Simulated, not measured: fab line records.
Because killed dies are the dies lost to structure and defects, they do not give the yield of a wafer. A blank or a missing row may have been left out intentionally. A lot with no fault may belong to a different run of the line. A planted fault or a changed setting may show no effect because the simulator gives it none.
A lot that was struck, set against a sound lot :: flow sky130 :: 43 out of 708 route steps
Sound: wafers L990.2, L990.4, L990.5. Wafers L997.1, L997.4, L997.5 were the ones struck. The cause is given at the end.
Per side, at each step with rows, come the tool, then ch with its chambers, and then its first start. Under that, the readings that differ: sound wafers :: struck wafers :: difference of the means :: sigmas: that difference in standard deviations of wafers without a fault.
alike: readings whose means differ by less than 2 such deviations, and words and numbers that are the same on both sides. not compared: withheld readings, readings that some wafer has no value for, bounds like >300 that may hide the same value, and numbers for which the record gives no deviation and whose values overlap.
A row with sigmas, a row that says differs or no value, or rows on one side alone: a step with any of these is where the two part. Numbers that don't overlap but have no deviation are shown without sigmas and don't part them. A reading that every wafer of one side lacks parts them only if that side has two wafers or more.

first, 1 step without rows for these wafers: SKY_POLY_GATE_CVD_03 (deposits Si3N4 from DCS/NH3, target thk 75 nm, time 1290 s).
SKY_POLY_GATE_THK_MEAS_04:
  sound: film metro-02 at day 15 15:13; struck: film metro-03 at day 18 08:57
  alike: POLY_GATE_CVD_03_THK
then, 8 steps without rows for these wafers: SKY_POLY_GATE_DEHYDRATE_05 (time 60 s); SKY_POLY_GATE_HMDS_06 (prime time 60 s); SKY_POLY_GATE_COAT_07 (resist thk 110 nm); SKY_POLY_GATE_COAT_08 (resist thk 450 nm); SKY_POLY_GATE_SOFTBAKE_09 (time 90 s); SKY_POLY_GATE_EXPOSE_10 (exposes mask P1M, target cd 150 nm); SKY_POLY_GATE_PEB_11; SKY_POLY_GATE_DEVELOP_12 (develop time 60 s).
SKY_POLY_GATE_CD_MEAS_13: target cd 150 nm.
  sound: cd sem-01 at day 16 19:12; struck: cd sem-01 at day 19 15:05
  alike: cd nm
SKY_POLY_GATE_OVL_MEAS_14:
  sound: overlay-01 at day 16 19:19; struck: overlay-02 at day 19 15:12
  alike: POLY_GATE_OVL
SKY_POLY_GATE_ETCH_15: etches BARC in N2/H2, stops on SiO2, time 116.5 s, target depth 110 nm.
  sound on rie diel-03 ch 0,3, day 16 19:20; struck on rie diel-02 ch 0,1,3, day 19 15:14
  alike: drypump motor current A, oes product au, throttle valve pct
  not compared: rf hours counter h
SKY_POLY_GATE_ETCH_16: etches Si3N4 in CH3F/O2, stops on poly-Si, time 147.5 s, target depth 75 nm.
  sound on rie diel-03 ch 0,3, day 16 19:25; struck on rie diel-02 ch 0,1,3, day 19 15:19
  alike: ch3f flow sccm, drypump motor current A, oes product au, throttle valve pct
  not compared: rf hours counter h
SKY_POLY_GATE_ETCH_17: etches poly-Si in HBr/Cl2, stops on SiO2, target depth 180 nm, time 70.5 s.
  sound on rie si-01 ch 1,2, day 16 19:31; struck on rie si-01 ch 1,2, day 19 15:25
  alike: HBr_flow_sccm, drypump motor current A, oes product au, throttle valve pct
  not compared: rf hours counter h
SKY_POLY_GATE_STRIP_18: strips in O2/N2.
  sound on plasma asher-03 ch 1, day 16 19:35; struck on plasma asher-02 ch 0,1, day 19 15:28
  alike: drypump motor current A, oes product au, strip time to endpoint s
  not compared: rf hours counter h
then, 2 steps without rows for these wafers: SKY_POLY_GATE_CLEAN_19 (cleans in SC1/SC2, time 150 s); SKY_POLY_GATE_OXIDATION_20 (stabilise 600 s, purge 300 s, target thk 4 nm).
SKY_POLY_GATE_THK_MEAS_21:
  sound: film metro-01 at day 16 21:02; struck: film metro-01 at day 19 17:24
  alike: POLY_GATE_OXIDATION_THK
SKY_POLY_GATE_CD_MEAS_22:
  sound: cd sem-01 at day 16 21:11; struck: cd sem-01 at day 19 17:28
reading: cd nm (nm)
sound: 148.8 150.1 146.2
struck: 151.9 152.6 153.3
difference: +4.2
sigmas: +2
then, 7 steps without rows for these wafers: SKY_LDD_N_DEHYDRATE_00 (time 60 s); SKY_LDD_N_HMDS_01 (prime time 60 s); SKY_LDD_N_COAT_02 (resist thk 300 nm); SKY_LDD_N_SOFTBAKE_03 (time 60 s); SKY_LDD_N_EXPOSE_04 (exposes mask NTM, target cd 840 nm); SKY_LDD_N_PEB_05; SKY_LDD_N_DEVELOP_06 (develop time 60 s).
SKY_LDD_N_OVL_MEAS_07:
  sound: overlay-01 at day 18 02:27; struck: overlay-02 at day 21 00:09
  alike: LDD_N_OVL
then, 8 steps without rows for these wafers: SKY_LDD_N_IMPLANT_08; SKY_LDD_N_IMPLANT_09; SKY_LDD_N_IMPLANT_10; SKY_LDD_N_IMPLANT_11; SKY_LDD_N_IMPLANT_12; SKY_LDD_N_IMPLANT_13; SKY_LDD_N_IMPLANT_14; SKY_LDD_N_IMPLANT_15.
SKY_LDD_N_STRIP_16: strips in O2/N2.
  sound on plasma asher-03 ch 0,1, day 18 03:41; struck on plasma asher-04 ch 0,1, day 21 01:23
  alike: drypump motor current A, oes product au, strip time to endpoint s
  not compared: rf hours counter h
SKY_LDD_N_TW_MEAS_17:
  sound: film metro-02 at day 18 03:47; struck: film metro-04 at day 21 01:29
reading: LDD_N_TW
sound: 2607 2609 2610
struck: 2559 2554 2565
difference: -49
sigmas: -2
then, 4 steps without rows for these wafers: SKY_LDD_P_DEHYDRATE_00 (time 60 s); SKY_LDD_P_HMDS_01 (prime time 60 s); SKY_LDD_P_COAT_02 (resist thk 1140 nm); SKY_LDD_P_SOFTBAKE_03 (time 60 s).
-- a jump in the record: the struck wafers' starts before and after are 27 days apart (it breaks off in module LDD_P and resumes in module PAD_OPEN, where the first step shown is number 708 of the route) --
SKY_PAD_OPEN_PROBE_99:
  sound: prober-02 at day 46 01:23; struck: prober-02 at day 48 02:11
reading: hold
sound: - - -
struck: await dispo/6.3h/release await dispo/6.3h/release await dispo/6.3h/release
difference: no value on the sound wafers
sigmas: 

reading: killed at front end
sound: 12 22 7
struck: 63 49 61
difference: +44
sigmas: +9

reading: killed dies
sound: 81 92 89
struck: 121 121 132
difference: +37
sigmas: +4
  alike: killed_at_M0_to_M3, killed_at_M4_up, killed at contacts, killed at other, killed open, killed short

WHERE THEY PART
At SKY_POLY_GATE_CD_MEAS_22 first; at SKY_PAD_OPEN_PROBE_99 last (within this record only).

WHY: what had been put in by the simulator
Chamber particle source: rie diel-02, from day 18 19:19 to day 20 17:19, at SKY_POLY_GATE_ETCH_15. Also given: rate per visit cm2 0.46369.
